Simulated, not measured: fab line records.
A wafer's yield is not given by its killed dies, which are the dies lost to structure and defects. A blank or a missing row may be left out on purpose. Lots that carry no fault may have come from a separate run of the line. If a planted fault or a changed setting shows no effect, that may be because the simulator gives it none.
The tool behind it: which one? + flow sky130 + Sampling: 24 lots, 72 wafers, 6 of 708 route steps

WHAT THE GAUGES READ, wafer by wafer
SKY_VIA2_THK_MEAS_01. Usual: for VIA2_HDPCVD_THK the level is 1182 nm and the standard deviation is 11.
| lot  | measured     | on            | VIA2_HDPCVD_THK (nm) | flag |
|------|--------------|---------------|----------------------|------|
| L074 | day 35 05:33 | film-metro-03 | 1191 1189 1178       |      |
| L075 | day 36 02:34 | film-metro-02 | 1192 1183 1188       |      |
| L076 | day 36 06:20 | film-metro-01 | 1198 1189 1200       |      |
| L077 | day 36 21:55 | film-metro-03 | 1199 1212 1211       |      |
| L079 | day 37 00:50 | film-metro-03 | 1180 1185 1186       |      |
| L078 | day 37 05:33 | film-metro-02 | 1187 1160 1192       |      |
| L080 | day 37 16:12 | film-metro-03 | 1192 1181 1200       |      |
| L081 | day 38 02:03 | film-metro-03 | 1183 1188 1175       |      |
| L082 | day 38 04:05 | film-metro-02 | 1172 1179 1174       |      |
| L083 | day 38 18:04 | film-metro-03 | 1185 1184 1197       |      |
| L085 | day 39 02:38 | film-metro-01 | 1180 1182 1173       |      |
| L084 | day 39 04:28 | film-metro-02 | 1169 1177 1167       |      |
| L086 | day 39 08:38 | film-metro-01 | 1181 1172 1183       |      |
| L087 | day 40 05:40 | film-metro-03 | 1172 1159 1174       |      |
| L088 | day 40 13:59 | film-metro-01 | 1180 1189 1184       |      |
| L089 | day 41 01:23 | film-metro-03 | 1184 1173 1184       |      |
| L090 | day 41 06:04 | film-metro-02 | 1175 1177 1184       |      |
| L091 | day 41 20:14 | film-metro-01 | 1177 1158 1177       |      |
| L092 | day 42 01:10 | film-metro-03 | 1175 1165 1161       |      |
| L093 | day 42 06:55 | film-metro-01 | 1192 1197 1190       |      |
| L094 | day 42 09:35 | film-metro-03 | 1165 1165 1170       |      |
| L096 | day 42 12:53 | film-metro-02 | 1191 1176 1167       |      |
| L095 | day 42 15:28 | film-metro-02 | 1186 1178 1178       |      |
| L097 | day 42 18:38 | film-metro-03 | 1176 1189 1195       |      |

SKY_VIA3_THK_MEAS_01. Usual: for VIA3_HDPCVD_THK the level is 1636 nm and the standard deviation is 17.
| lot  | measured     | on            | VIA3_HDPCVD_THK (nm) | flag |
|------|--------------|---------------|----------------------|------|
| L074 | day 38 16:13 | film-metro-04 | 1640 1648 1644       |      |
| L075 | day 39 13:58 | film-metro-01 | 1660 1652 1638       |      |
| L076 | day 39 15:00 | film-metro-04 | 1631 1643 1634       |      |
| L077 | day 40 06:35 | film-metro-02 | 1652 1640 1656       |      |
| L079 | day 40 09:29 | film-metro-02 | 1620 1613 1621       |      |
| L078 | day 40 14:52 | film-metro-02 | 1631 1637 1626       |      |
| L080 | day 40 23:32 | film-metro-01 | 1627 1611 1624       |      |
| L081 | day 41 09:41 | film-metro-01 | 1636 1659 1635       |      |
| L082 | day 41 11:25 | film-metro-01 | 1638 1638 1628       |      |
| L083 | day 42 01:06 | film-metro-01 | 1645 1641 1624       |      |
| L085 | day 42 08:55 | film-metro-01 | 1674 1671 1672       |      |
| L084 | day 42 10:41 | film-metro-04 | 1642 1645 1613       |      |
| L086 | day 42 15:17 | film-metro-02 | 1638 1662 1619       |      |
| L087 | day 43 11:07 | film-metro-01 | 1646 1618 1616       |      |
| L088 | day 43 17:17 | film-metro-01 | 1641 1651 1652       |      |
| L089 | day 44 04:40 | film-metro-04 | 1620 1620 1627       |      |
| L090 | day 44 09:11 | film-metro-01 | 1665 1634 1633       |      |
| L091 | day 44 21:43 | film-metro-02 | 1618 1614 1588       |      |
| L092 | day 45 02:34 | film-metro-02 | 1636 1645 1630       |      |
| L093 | day 45 08:27 | film-metro-04 | 1618 1615 1641       |      |
| L094 | day 45 10:11 | film-metro-04 | 1632 1648 1664       |      |
| L096 | day 45 13:35 | film-metro-01 | 1607 1625 1619       |      |
| L095 | day 45 16:23 | film-metro-02 | 1623 1645 1634       |      |
| L097 | day 45 18:17 | film-metro-02 | 1652 1651 1632       |      |

SKY_VIA3_OVL_MEAS_13. Usual: for VIA3_OVL the level is 5 nm and the standard deviation is 5.3.
| lot  | measured     | on         | VIA3_OVL (nm) | flag |
|------|--------------|------------|---------------|------|
| L074 | day 39 18:11 | overlay-01 | 6 -2 0        |      |
| L075 | day 40 15:26 | overlay-02 | 1 7 1         |      |
| L076 | day 40 16:12 | overlay-01 | 2 3 1         |      |
| L077 | day 41 08:10 | overlay-02 | 6 -1 5        |      |
| L079 | day 41 10:57 | overlay-02 | 17 17 8       |      |
| L078 | day 41 16:01 | overlay-02 | 8 14 -1       |      |
| L080 | day 42 01:24 | overlay-01 | 8 5 12        |      |
| L081 | day 42 10:40 | overlay-01 | 9 12 8        |      |
| L082 | day 42 12:12 | overlay-02 | 6 2 4         |      |
| L083 | day 43 00:54 | overlay-01 | 3 8 4         |      |
| L085 | day 43 08:45 | overlay-02 | 5 7 5         |      |
| L084 | day 43 10:52 | overlay-01 | -3 6 1        |      |
| L086 | day 43 15:45 | overlay-01 | 7 8 5         |      |
| L087 | day 44 10:21 | overlay-01 | 11 7 14       |      |
| L088 | day 44 16:04 | overlay-02 | 7 10 7        |      |
| L089 | day 45 03:36 | overlay-01 | 4 3 -4        |      |
| L090 | day 45 08:42 | overlay-01 | 6 12 5        |      |
| L091 | day 45 19:42 | overlay-01 | -9 8 6        |      |
| L092 | day 46 00:46 | overlay-02 | -6 13 5       |      |
| L093 | day 46 06:43 | overlay-01 | -2 4 -5       |      |
| L094 | day 46 08:00 | overlay-02 | 3 4 5         |      |
| L096 | day 46 11:40 | overlay-02 | 9 12 2        |      |
| L095 | day 46 13:46 | overlay-01 | -3 7 0        |      |
| L097 | day 46 15:57 | overlay-01 | 10 7 5        |      |

SKY_CAP2M_THK_MEAS_04: measures by xrf. Usual: for CAP2M_TIN_THK the level is 198.5 nm and the standard deviation is 2.2.
| lot  | measured     | on            | CAP2M_TIN_THK (nm) | flag |
|------|--------------|---------------|--------------------|------|
| L074 | day 39 20:03 | film-metro-01 | 198.1 195.4 196.2  |      |
| L075 | day 40 17:19 | film-metro-01 | 197.6 197.1 196.2  |      |
| L076 | day 40 18:04 | film-metro-03 | 195.8 194.8 197.2  |      |
| L077 | day 41 10:04 | film-metro-04 | 199.7 196.5 199.0  |      |
| L079 | day 41 12:49 | film-metro-01 | 201.2 200.9 200.7  |      |
| L078 | day 41 17:57 | film-metro-04 | 200.3 198.6 196.9  |      |
| L080 | day 42 03:21 | film-metro-01 | 200.6 198.4 198.5  |      |
| L081 | day 42 12:37 | film-metro-03 | 194.4 196.4 197.8  |      |
| L082 | day 42 14:05 | film-metro-03 | 196.0 194.9 199.2  |      |
| L083 | day 43 02:48 | film-metro-04 | 198.6 201.1 198.2  |      |
| L085 | day 43 10:38 | film-metro-04 | 194.8 197.7 196.5  |      |
| L084 | day 43 12:53 | film-metro-01 | 198.8 200.0 200.0  |      |
| L086 | day 43 17:37 | film-metro-01 | 198.5 198.1 199.5  |      |
| L087 | day 44 12:13 | film-metro-04 | 198.3 202.9 199.5  |      |
| L088 | day 44 17:56 | film-metro-03 | 199.3 198.8 199.4  |      |
| L089 | day 45 05:28 | film-metro-04 | 197.8 198.4 199.5  |      |
| L090 | day 45 10:34 | film-metro-04 | 200.8 198.8 199.2  |      |
| L091 | day 45 21:34 | film-metro-04 | 194.9 197.9 198.9  |      |
| L092 | day 46 02:37 | film-metro-01 | 199.8 199.0 200.9  |      |
| L093 | day 46 09:14 | film-metro-03 | 204.0 202.2 204.9  |      |
| L094 | day 46 10:01 | film-metro-03 | 196.2 198.6 197.8  |      |
| L096 | day 46 13:36 | film-metro-01 | 201.1 202.2 199.9  |      |
| L095 | day 46 15:51 | film-metro-04 | 194.7 196.2 196.1  |      |
| L097 | day 46 18:12 | film-metro-04 | 196.8 199.1 198.7  |      |

WHICH TOOL RAN EACH LOT (tool, then ch and the chambers of the sampled wafers, then the start)
| lot  | SKY_METAL3_DESCUM_15              | SKY_METAL3_STRIP_19                  |
|------|-----------------------------------|--------------------------------------|
| L074 | rie-metal-04 ch 0,1, day 38 14:59 | plasma-asher-02 ch 0,1, day 38 15:19 |
| L075 | rie-metal-02 ch 0,1, day 39 12:53 | plasma-asher-02 ch 0, day 39 13:12   |
| L076 | rie-metal-02 ch 0,1, day 39 13:55 | plasma-asher-03 ch 0,1, day 39 14:14 |
| L077 | rie-metal-04 ch 0,1, day 40 05:26 | plasma-asher-01 ch 0,1, day 40 05:47 |
| L079 | rie-metal-01 ch 0,1, day 40 08:22 | plasma-asher-03 ch 0,1, day 40 08:41 |
| L078 | rie-metal-01 ch 0,1, day 40 13:44 | plasma-asher-02 ch 0,1, day 40 14:05 |
| L080 | rie-metal-04 ch 0,1, day 40 22:26 | plasma-asher-02 ch 0,1, day 40 22:46 |
| L081 | rie-metal-01 ch 0,1, day 41 08:32 | plasma-asher-03 ch 0,1, day 41 08:53 |
| L082 | rie-metal-04 ch 0,1, day 41 10:17 | plasma-asher-01 ch 0,1, day 41 10:37 |
| L083 | rie-metal-04 ch 0,1, day 41 23:40 | plasma-asher-03 ch 0,1, day 41 23:59 |
| L085 | rie-metal-01 ch 0,1, day 42 07:50 | plasma-asher-03 ch 0,1, day 42 08:10 |
| L084 | rie-metal-04 ch 0,1, day 42 09:32 | plasma-asher-01 ch 0,1, day 42 09:53 |
| L086 | rie-metal-04 ch 0,1, day 42 14:11 | plasma-asher-02 ch 0,1, day 42 14:31 |
| L087 | rie-metal-01 ch 0,1, day 43 10:02 | plasma-asher-02 ch 0,1, day 43 10:22 |
| L088 | rie-metal-04 ch 0,1, day 43 16:08 | plasma-asher-01 ch 0,1, day 43 16:29 |
| L089 | rie-metal-04 ch 0,1, day 44 03:31 | plasma-asher-03 ch 0,1, day 44 03:50 |
| L090 | rie-metal-04 ch 0,1, day 44 08:05 | plasma-asher-02 ch 0,1, day 44 08:25 |
| L091 | rie-metal-04 ch 0,1, day 44 20:35 | plasma-asher-01 ch 0,1, day 44 20:55 |
| L092 | rie-metal-01 ch 0,1, day 45 01:28 | plasma-asher-03 ch 0,1, day 45 01:47 |
| L093 | rie-metal-01 ch 0,1, day 45 07:22 | plasma-asher-02 ch 0,1, day 45 07:41 |
| L094 | rie-metal-01 ch 0,1, day 45 09:05 | plasma-asher-01 ch 0,1, day 45 09:25 |
| L096 | rie-metal-04 ch 0,1, day 45 12:21 | plasma-asher-03 ch 0,1, day 45 12:40 |
| L095 | rie-metal-04 ch 0,1, day 45 15:16 | plasma-asher-03 ch 0,1, day 45 15:37 |
| L097 | rie-metal-01 ch 0,1, day 45 17:11 | plasma-asher-01 ch 1, day 45 17:31   |
- SKY_METAL3_DESCUM_15: chemistry O2, time 8 s.
- SKY_METAL3_STRIP_19: strips in O2/N2.

AS READ BY THE TOOLS THEMSELVES (means over the sampled wafers that have a number; for cases with no such wafer, the mark the record gives instead)
SKY_METAL3_DESCUM_15. Usual: drypump-motor-current-A 5.4 A, standard deviation 0.55; oes-product-au 0.996 a.u., standard deviation 0.008; temp-c 39.98 C, standard deviation 0.11.
| lot  | tool         | drypump-motor-current-A (A) | oes-product-au (a.u.) | temp-c (C) | flag |
|------|--------------|-----------------------------|-----------------------|------------|------|
| L074 | rie-metal-04 | 5.1                         | 0.999                 | 40.01      |      |
| L075 | rie-metal-02 | 5.5                         | 1.004                 | 39.96      |      |
| L076 | rie-metal-02 | 5.8                         | 1.002                 | 39.99      |      |
| L077 | rie-metal-04 | 5.4                         | 0.993                 | 40.15      |      |
| L079 | rie-metal-01 | 5.4                         | 0.989                 | 40.03      |      |
| L078 | rie-metal-01 | 5.4                         | 0.993                 | 40.13      |      |
| L080 | rie-metal-04 | 5.1                         | 0.991                 | 39.89      |      |
| L081 | rie-metal-01 | 5.4                         | 1.004                 | 40.13      |      |
| L082 | rie-metal-04 | 5.5                         | 0.998                 | 39.98      |      |
| L083 | rie-metal-04 | 5.5                         | 0.992                 | 39.90      |      |
| L085 | rie-metal-01 | 5.8                         | 0.994                 | 40.09      |      |
| L084 | rie-metal-04 | 5.1                         | 0.992                 | 40.08      |      |
| L086 | rie-metal-04 | 5.5                         | 1.002                 | 39.94      |      |
| L087 | rie-metal-01 | 5.8                         | 1.006                 | 39.94      |      |
| L088 | rie-metal-04 | 5.2                         | 0.993                 | 39.97      |      |
| L089 | rie-metal-04 | 5.5                         | 0.995                 | 39.96      |      |
| L090 | rie-metal-04 | 5.1                         | 0.995                 | 39.82      |      |
| L091 | rie-metal-04 | 5.1                         | 0.997                 | 40.04      |      |
| L092 | rie-metal-01 | 5.8                         | 0.999                 | 39.98      |      |
| L093 | rie-metal-01 | 5.8                         | 1.000                 | 39.97      |      |
| L094 | rie-metal-01 | 5.8                         | 0.996                 | 39.98      |      |
| L096 | rie-metal-04 | 5.5                         | 0.998                 | 40.07      |      |
| L095 | rie-metal-04 | 5.1                         | 0.984                 | 39.97      |      |
| L097 | rie-metal-01 | 5.8                         | 1.000                 | 40.12      |      |

SKY_METAL3_STRIP_19. Usual: drypump-motor-current-A 5.6 A, standard deviation 0.49; oes-product-au 0.502 a.u., standard deviation 0.0058; strip-time-to-endpoint-s 6.53 s, standard deviation 0.096.
| lot  | tool            | drypump-motor-current-A (A) | oes-product-au (a.u.) | strip-time-to-endpoint-s (s) | flag |
|------|-----------------|-----------------------------|-----------------------|------------------------------|------|
| L074 | plasma-asher-02 | 5.3                         | 0.506                 | 6.59                         |      |
| L075 | plasma-asher-02 | 5.1                         | 0.502                 | 6.55                         |      |
| L076 | plasma-asher-03 | 6.0                         | 0.502                 | 6.56                         |      |
| L077 | plasma-asher-01 | 5.4                         | 0.508                 | 6.63                         |      |
| L079 | plasma-asher-03 | 6.0                         | 0.503                 | 6.59                         |      |
| L078 | plasma-asher-02 | 5.4                         | 0.506                 | 6.59                         |      |
| L080 | plasma-asher-02 | 5.4                         | 0.499                 | 6.53                         |      |
| L081 | plasma-asher-03 | 6.0                         | 0.504                 | 6.46                         |      |
| L082 | plasma-asher-01 | 5.1                         | 0.499                 | 6.51                         |      |
| L083 | plasma-asher-03 | 6.2                         | 0.499                 | 6.44                         |      |
| L085 | plasma-asher-03 | 6.0                         | 0.503                 | 6.59                         |      |
| L084 | plasma-asher-01 | 5.4                         | 0.504                 | 6.54                         |      |
| L086 | plasma-asher-02 | 5.4                         | 0.500                 | 6.50                         |      |
| L087 | plasma-asher-02 | 5.4                         | 0.504                 | 6.62                         |      |
| L088 | plasma-asher-01 | 5.1                         | 0.501                 | 6.41                         |      |
| L089 | plasma-asher-03 | 6.0                         | 0.501                 | 6.44                         |      |
| L090 | plasma-asher-02 | 5.3                         | 0.498                 | 6.50                         |      |
| L091 | plasma-asher-01 | 5.1                         | 0.501                 | 6.57                         |      |
| L092 | plasma-asher-03 | 6.0                         | 0.507                 | 6.69                         |      |
| L093 | plasma-asher-02 | 5.3                         | 0.501                 | 6.48                         |      |
| L094 | plasma-asher-01 | 5.4                         | 0.502                 | 6.58                         |      |
| L096 | plasma-asher-03 | 6.0                         | 0.501                 | 6.49                         |      |
| L095 | plasma-asher-03 | 6.0                         | 0.497                 | 6.39                         |      |
| L097 | plasma-asher-01 | 4.8                         | 0.510                 | 6.68                         |      |

THE ANSWER, worked out from the rows above alone
Rule: lot off if the mean of its wafers having a number is beyond 3 standard deviations from the usual mean. Also off: a lot with no number at a reading for which 4 or more lots have one. The other lots that the step has rows for count as sound. After the gauges, taken in route order, come the tools' own readings; for these a lot's mean is taken, as printed above. The first step at which some lot is off is used, and at that step the reading that is off furthest; a lot without a number counts as furthest.
Across all readings shown, no lot is off: no conclusion can be drawn from this.

WHAT HAD BEEN PUT IN BY THE SIMULATOR
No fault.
